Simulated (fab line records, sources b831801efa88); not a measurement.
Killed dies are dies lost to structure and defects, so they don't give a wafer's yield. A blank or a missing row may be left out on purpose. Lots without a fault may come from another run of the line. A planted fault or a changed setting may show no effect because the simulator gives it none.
A struck lot beside a sound one | flow sky130 | 43 steps out of a route of 708
Sound: wafers L126.3, L126.4, L126.5. Struck: wafers L119.1, L119.4, L119.5. The cause comes at the end.
At each step with rows: each side's tool, then ch and its chambers, then its first start. Under that, the readings that differ: sound wafers | struck wafers | difference of the means | sigmas: that difference in standard deviations of wafers without a fault.
alike: readings whose means differ by less than 2 such deviations, and words and numbers that are the same on both sides. not compared: withheld readings, readings that some wafer has no value for, bounds like >300 that may hide the same value, and numbers for which the record gives no deviation and whose values overlap.
The two part at a step that has a row with sigmas, a row that says differs or no value, or rows on one side only. Numbers that don't overlap but have no deviation are shown without sigmas and don't part them. A reading that every wafer of one side lacks parts them only if that side has two wafers or more.

first, 3 steps without rows for these wafers: SKY_CONTACT_EXPOSE_11 (exposes mask CTM1, target cd 170 nm); SKY_CONTACT_PEB_12; SKY_CONTACT_DEVELOP_13 (develop time 60 s).
SKY_CONTACT_CD_MEAS_14: target cd 170 nm.
  sound on cd_sem-02, day 37 11:14; struck on cd_sem-02, day 35 08:55
  alike: cd_nm
SKY_CONTACT_OVL_MEAS_15:
  sound on overlay-01, day 37 11:20; struck on overlay-02, day 35 09:02
  alike: CONTACT_OVL
then, 1 step without rows for these wafers: SKY_CONTACT_ETCH_16 (etches BARC in N2/H2, stops on SiO2, time 45.9 s, target depth 60 nm).
SKY_CONTACT_ETCH_17: etches SiO2 in C4F8/O2/Ar, stops on Si3N4, target depth 340 nm.
  sound on rie_diel-03 ch 0,2, day 37 11:23; struck on rie_diel-03 ch 0,1,2, day 35 09:07
  alike: oes_product_au
then, 1 step without rows for these wafers: SKY_CONTACT_ETCH_18 (etches Si3N4 in CHF3/O2, stops on TiN, time 39 s, target depth 75 nm).
SKY_CONTACT_STRIP_19: strips in O2/N2.
  sound on plasma_asher-04 ch 0,1, day 37 11:31; struck on plasma_asher-04 ch 1, day 35 09:12
  alike: drypump_motor_current_A, oes_product_au, strip_time_to_endpoint_s
  not compared: rf_hours_counter_h
then, 3 steps without rows for these wafers: SKY_CONTACT_STRIP_20 (strips in post etch residue remover, time 1200 s); SKY_CONTACT_CLEAN_21 (cleans in IPA, time 180 s); SKY_CONTACT_CLEAN_22 (cleans in O3/DIW).
SKY_CONTACT_SPUTTER_23: material TiN, target thk 20 nm, time 80 s.
  sound on pvd_sputter-02, day 37 12:04; struck on pvd_sputter-01, day 35 09:50
  alike: throttle_valve_pct
then, 1 step without rows for these wafers: SKY_CONTACT_CVD_24 (deposits W, target thk 340 nm, time 102.12 s).
SKY_CONTACT_RS_MEAS_25: measures by four-point-probe.
  sound on film_metro-01, day 37 12:17; struck on film_metro-01, day 35 10:01
  alike: CONTACT_W_RS
SKY_CONTACT_THK_MEAS_26: measures by xrf.
  sound on film_metro-01, day 37 12:23; struck on film_metro-01, day 35 10:08
  alike: CONTACT_W_THK
then, 5 steps without rows for these wafers: SKY_CONTACT_CMP_27 (polishes, stops on SiO2, t overpolish 15 s, target thk 0 nm); SKY_METAL1_SPUTTER_00 (material Ti, target thk 15 nm, time 10 s); SKY_METAL1_SPUTTER_01 (material TiN, target thk 20 nm, time 16.7 s); SKY_METAL1_SPUTTER_02 (material AlCu, target thk 250 nm, time 13.3 s); SKY_METAL1_SPUTTER_03 (material Ti, target thk 5 nm, time 3.3 s).
SKY_METAL1_SPUTTER_04: material TiN, target thk 70 nm, time 58.3 s.
  sound on pvd_sputter-04, day 37 12:49; struck on pvd_sputter-03, day 35 10:35
  alike: throttle_valve_pct
SKY_METAL1_RS_MEAS_05: measures by four-point-probe.
  sound on film_metro-03, day 37 12:55; struck on film_metro-03, day 35 10:38
  alike: METAL1_ALCU_RS
SKY_METAL1_THK_MEAS_06: measures by xrf.
  sound on film_metro-03, day 37 13:01; struck on film_metro-03, day 35 10:45
  alike: METAL1_ALCU_THK
then, 8 steps without rows for these wafers: SKY_METAL1_DEHYDRATE_07 (time 60 s); SKY_METAL1_HMDS_08 (prime time 60 s); SKY_METAL1_COAT_09 (resist thk 60 nm); SKY_METAL1_COAT_10 (resist thk 450 nm); SKY_METAL1_SOFTBAKE_11 (time 90 s); SKY_METAL1_EXPOSE_12 (exposes mask MM1, target cd 140 nm); SKY_METAL1_PEB_13; SKY_METAL1_DEVELOP_14 (develop time 60 s).
SKY_METAL1_CD_MEAS_15: target cd 140 nm.
  sound on cd_sem-01, day 38 14:56; struck on cd_sem-02, day 36 12:47
  alike: cd_nm
SKY_METAL1_OVL_MEAS_16:
  sound on overlay-01, day 38 15:01; struck on overlay-01, day 36 12:55
  alike: METAL1_OVL
then, 1 step without rows for these wafers: SKY_METAL1_DESCUM_17 (chemistry O2, time 8 s).
SKY_METAL1_ETCH_18: etches BARC in N2/H2, stops on SiO2, time 45.9 s, target depth 60 nm.
  sound on rie_metal-02 ch 0,1, day 38 15:06; struck on rie_metal-01 ch 0,1, day 36 12:59
  alike: drypump_motor_current_A, oes_product_au, throttle_valve_pct
  not compared: rf_hours_counter_h
SKY_METAL1_METAL_ETCH_19: etches the open film in Cl2/BCl3, stops on SiO2, target depth 360 nm, time 78 s.
  sound on rie_metal-02 ch 0,1, day 38 15:10; struck on rie_metal-01 ch 0,1, day 36 13:02
  alike: drypump_motor_current_A, oes_product_au, throttle_valve_pct
  not compared: rf_hours_counter_h
then, 5 steps without rows for these wafers: SKY_METAL1_STRIP_20 (strips in O2/N2); SKY_METAL1_STRIP_21 (strips in post etch residue remover, time 1200 s); SKY_METAL1_CLEAN_22 (cleans in IPA, time 180 s); SKY_METAL1_CLEAN_23 (cleans in O3/DIW); SKY_VIA1_HDPCVD_00 (deposits SiO2, target thk 1030 nm, time 171.7 s).
-- the record jumps here: 12 days lie between the struck wafers' starts before and after (it left off in module VIA1 and takes up again in module PAD_OPEN, whose first step shown is number 708 of the route) --
SKY_PAD_OPEN_PROBE_99:
  sound on prober-02, day 49 23:22; struck on prober-02, day 48 15:21
  reading            | sound    | struck      | difference | sigmas
  killed_at_contacts | 35 19 23 | 60 55 61    | +33        | +6
  killed_dies        | 94 75 83 | 116 105 118 | +29        | +3
  alike: killed_at_M0_to_M3, killed_at_M4_up, killed_at_front_end, killed_at_other, killed_open, killed_short

WHERE THEY PART
Only at SKY_PAD_OPEN_PROBE_99, within this record.

WHY: what the simulator had put in
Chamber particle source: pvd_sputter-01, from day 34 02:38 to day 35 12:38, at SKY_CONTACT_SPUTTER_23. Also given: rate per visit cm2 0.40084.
